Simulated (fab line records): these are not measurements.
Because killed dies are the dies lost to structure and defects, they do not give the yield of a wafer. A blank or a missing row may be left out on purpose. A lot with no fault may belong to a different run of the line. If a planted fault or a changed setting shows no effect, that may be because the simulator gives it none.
Problem report, 8D (eight disciplines) form, completed by code    flow gf180mcu    the parts of the form that need people (team, actions taken, sign-off) are left out

## 1. THE PROBLEM
Wafers without a fault read 3000 sccm, standard deviation 8.8; o2FlowSccm at GF_VT_IMPLANT_STRIP_31 reads a mean of 3596 sccm on 3 wafers belonging to 2 lots. Measured from the usual mean, that is +68 standard deviations.
The step: strips in O2/N2.
Earliest sighting: wafer L169.4 on plasmaAsher-03 at day 9 14:17. The record holds 39 wafers of 13 lots with a number at this step. By rule, "out" or "out of limits" means more than 4 standard deviations away from the usual mean. Any other wafer with a number is counted as sound.

## 2. WHAT THIS IS AND IS NOT
question                     is                      is not
which readings at this step  o2FlowSccm              drypumpMotorCurrentA, heaterPowerW, platenTempC
which lots                   L169, L170              L160, L161, L162, L163, L164, L167, L168, L176, L178, L179, L182
which wafers of those lots   L169.4, L170.4, L170.5  L169.1, L169.6, L170.6
read on which tools          plasmaAsher-03          plasmaAsher-01, plasmaAsher-02
when                         from day 9 14:17        up to then (23 sound wafers); but 13 sound wafers of L170, L176, L178, L179, L182 came after

## 3. SUSPECTS, AND WHAT RULES EACH OUT
Counting: any tool at a process step up to the reading remains a suspect provided it ran every lot that is out. Sound lots after the first of them don't rule it out here, since some wafers of a struck lot are sound.
- plasmaAsher-03 at GF_VT_IMPLANT_STRIP_31 (strips in O2/N2): kept. It ran every lot that is out, first L169 (day 9 14:17); its last sound lot up to then is L168 (day 9 06:44). Its own o2FlowSccm readings are out on those wafers.
- Within plasmaAsher-03 at GF_VT_IMPLANT_STRIP_31: the wafers that are out ran in chamber 1; their sound lot-mates ran in chamber 0.
After counting, what remains is plasmaAsher-03 at GF_VT_IMPLANT_STRIP_31.

## 4. THE CAUSE (what the simulator had put in)
plasmaAsher-03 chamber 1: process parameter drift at GF_VT_IMPLANT_STRIP_31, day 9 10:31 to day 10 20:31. Setting o2FlowSccm, moved by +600, from 3000. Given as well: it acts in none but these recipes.
Only this tool survived the counting.

## 5. THE CHAIN OF EFFECTS, in route order
Rows list readings where the struck wafers' mean (over those with a number) sits beyond 3 standard deviations from the usual. Scope: only readings with a usual standard deviation given in the record; hours: median across lots of the time from each lot's start at the first step in this table that gives one to its start at this step; sigmas: change in usual standard deviations.
hours  step                    reading     usual      on struck wafers  change  sigmas
0      GF_VT_IMPLANT_STRIP_31  o2FlowSccm  3000 sccm  3596              +596    +68
The process steps in it:
- GF_VT_IMPLANT_STRIP_31: strips in O2/N2.
Later measuring or inspecting steps at which every struck wafer that the step has a row for has a number for every such reading, and none has moved that far: GF_V4_THK_MEAS_01, GF_MIM_THK_MEAS_06.

## 6. HOW IT WOULD HAVE BEEN CAUGHT EARLIER
In this record no reading fell out of limits until day 9 14:17, 4 hours after the fault had begun at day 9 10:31.
